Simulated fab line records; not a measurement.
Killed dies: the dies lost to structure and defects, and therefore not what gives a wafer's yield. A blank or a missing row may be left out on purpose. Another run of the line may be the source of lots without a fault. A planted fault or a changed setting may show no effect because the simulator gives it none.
Problem report in the 8D (eight disciplines) form, filled by code || flow gf180mcu || the parts of the form that need people (team, actions taken, sign-off) are left out

== 1. PROBLEM STATEMENT ==
At GF_MVPSD_IMPLANT_08, beam_energy_keV averages 158.24 over 6 wafers from 2 lots, while fault-free wafers read 170.00, standard deviation 0.053. So: -99 or more standard deviations from the usual mean.
The first sign was on wafer L705.1 at day 9 15:52, on implanter-03. At this step, 39 wafers from 13 lots have a number in the record. The rule behind "out" and "out of limits": a value lying over 4 standard deviations away from the usual mean. The other wafers with a number count as sound.

== 2. WHAT IT IS, AND WHAT IT ISN'T ==
{"question": "which readings at this step", "is": "beam_energy_keV", "is not": "dose_ions_cm2"}
{"question": "which lots", "is": "L705, L707", "is not": "L688, L689, L690, L691, L692, L693, L694, L696, L698, L699, L702"}
{"question": "which wafers of those lots", "is": "all that have a number", "is not": "-"}
{"question": "read on which tools", "is": "implanter-03", "is not": "implanter-01, implanter-02"}
{"question": "when", "is": "from day 9 15:52", "is not": "up to then (33 sound wafers)"}

== 3. WHAT RULES OUT EACH SUSPECT ==
Counting: any tool at a process step up to the reading is kept as a suspect provided that every lot that is out went through it and no sound lot did after the first of them.
- implanter-03 at GF_MVPSD_IMPLANT_08: kept. It ran every lot that is out, first L705 (day 9 15:52), and no sound lot after that; its last sound lot up to then is L702 (day 8 22:38). On those wafers its own readings are out: beam_energy_keV.
Remaining after the count: implanter-03 at GF_MVPSD_IMPLANT_08.

== 4. THE CAUSE (what the simulator had put in) ==
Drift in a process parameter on implanter-03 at GF_MVPSD_IMPLANT_08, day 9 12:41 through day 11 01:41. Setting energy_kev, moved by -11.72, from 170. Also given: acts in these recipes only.
The count eliminated every tool but this one.

== 5. SEQUENCE OF EFFECTS, ordered by route ==
One row per reading whose mean, taken over the struck wafers that have a number, lies over 3 standard deviations from the usual. Only readings for which the record gives a usual standard deviation are gone through. hours: the time from each lot's start at the first step in this table that gives one to its start at this step, as a median over the lots. sigmas: the change in usual standard deviations.
{"hours": 0, "step": "GF_MVPSD_IMPLANT_08", "reading": "beam_energy_keV", "usual": 170.00, "on struck wafers": 158.24, "change": -11.76, "sigmas": "-99 or more"}
{"hours": 79, "step": "GF_VT_IMPLANT_RS_MEAS_49", "reading": "MVPSD_RS", "usual": "1169 ohm/sq", "on struck wafers": 1184, "change": "+16", "sigmas": "+3.5"}
Process steps it contains:
- GF_MVPSD_IMPLANT_08
Later measuring or inspecting steps at which every struck wafer that the step has a row for has a number for every such reading, and none has moved that far: GF_MVPSD_TW_MEAS_11.

== 6. HOW IT WOULD HAVE BEEN CAUGHT EARLIER ==
3 hours passed between the start of the fault at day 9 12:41 and the first reading out of limits in this record, taken at day 9 15:52.
